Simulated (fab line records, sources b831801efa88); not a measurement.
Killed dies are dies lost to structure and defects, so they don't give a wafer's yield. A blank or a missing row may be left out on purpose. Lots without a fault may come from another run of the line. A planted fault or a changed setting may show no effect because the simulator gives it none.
A struck lot beside a sound one | flow gf180mcu | 14 steps out of a route of 602
Sound: wafers L140.2, L140.4, L140.6. Struck: wafers L134.2, L134.3, L134.6. The cause comes at the end.
At each step with rows: each side's tool, then ch and its chambers, then its first start. Under that, the readings that differ: sound wafers | struck wafers | difference of the means | sigmas: that difference in standard deviations of wafers without a fault.
alike: readings whose means differ by less than 2 such deviations, and words and numbers that are the same on both sides. not compared: withheld readings, readings that some wafer has no value for, bounds like >300 that may hide the same value, and numbers for which the record gives no deviation and whose values overlap.
The two part at a step that has a row with sigmas, a row that says differs or no value, or rows on one side only. Numbers that don't overlap but have no deviation are shown without sigmas and don't part them. A reading that every wafer of one side lacks parts them only if that side has two wafers or more.

GF_SALICIDE_RTA_08: time 30 s.
  sound on rtp_anneal-02 ch 0, day 20 03:02; struck on rtp_anneal-02 ch 0, day 17 22:16
  alike: lamp_power_pct, wafer_temp_C_max
then, 1 step without rows for these wafers: GF_CONTACT_CVD_00 (deposits SiO2, target thk 300 nm, time 50 s).
GF_CONTACT_THK_MEAS_01:
  sound on film_metro-03, day 20 03:10; struck on film_metro-03, day 17 22:29
  alike: CONTACT_CVD_00_THK
GF_CONTACT_CVD_02: deposits SiO2 from TEOS, target thk 860 nm, time 95.992 s.
  sound on pecvd-04 ch 0,2, day 20 03:13; struck on pecvd-01 ch 0,1,2, day 17 22:32
  alike: heater_power_w
GF_CONTACT_THK_MEAS_03:
  sound on film_metro-01, day 20 03:18; struck on film_metro-03, day 17 22:37
  alike: CONTACT_CVD_02_THK
GF_CONTACT_CMP_04: polishes SiO2.
  sound on cmp-02 ch 1,3, day 20 03:24; struck on cmp-01 ch 2,3, day 17 22:40
  alike: edge_zone_pressure_frac, motor_current_A, retaining_ring_pressure_frac, time_to_endpoint_s
GF_CONTACT_BOW_MEAS_05:
  sound on film_metro-01, day 20 03:40; struck on film_metro-01, day 17 22:59
  alike: CONTACT_BOW
then, 5 steps without rows for these wafers: GF_CONTACT_DEHYDRATE_06 (time 60 s); GF_CONTACT_HMDS_07 (prime time 60 s); GF_CONTACT_COAT_08; GF_CONTACT_COAT_09 (resist thk 1000 nm); GF_CONTACT_SOFTBAKE_10 (time 60 s).
GF_CONTACT_EXPOSE_11: exposes mask Contact, target cd 220 nm.
  sound on krf_scanner-02 ch 0, day 20 15:58; struck on krf_scanner-02, day 18 11:22
  no value came back on the struck wafers for exposure_dose_mJ_cm2, focus_offset_nm (nm); on the sound wafers exposure_dose_mJ_cm2 reads 37.98 37.97 37.96
  alike: mask
then, 1 step without rows for these wafers: GF_CONTACT_PEB_12 (peb time 90 s).

WHERE THEY PART
Only at GF_CONTACT_EXPOSE_11, within this record.

WHY: what the simulator had put in
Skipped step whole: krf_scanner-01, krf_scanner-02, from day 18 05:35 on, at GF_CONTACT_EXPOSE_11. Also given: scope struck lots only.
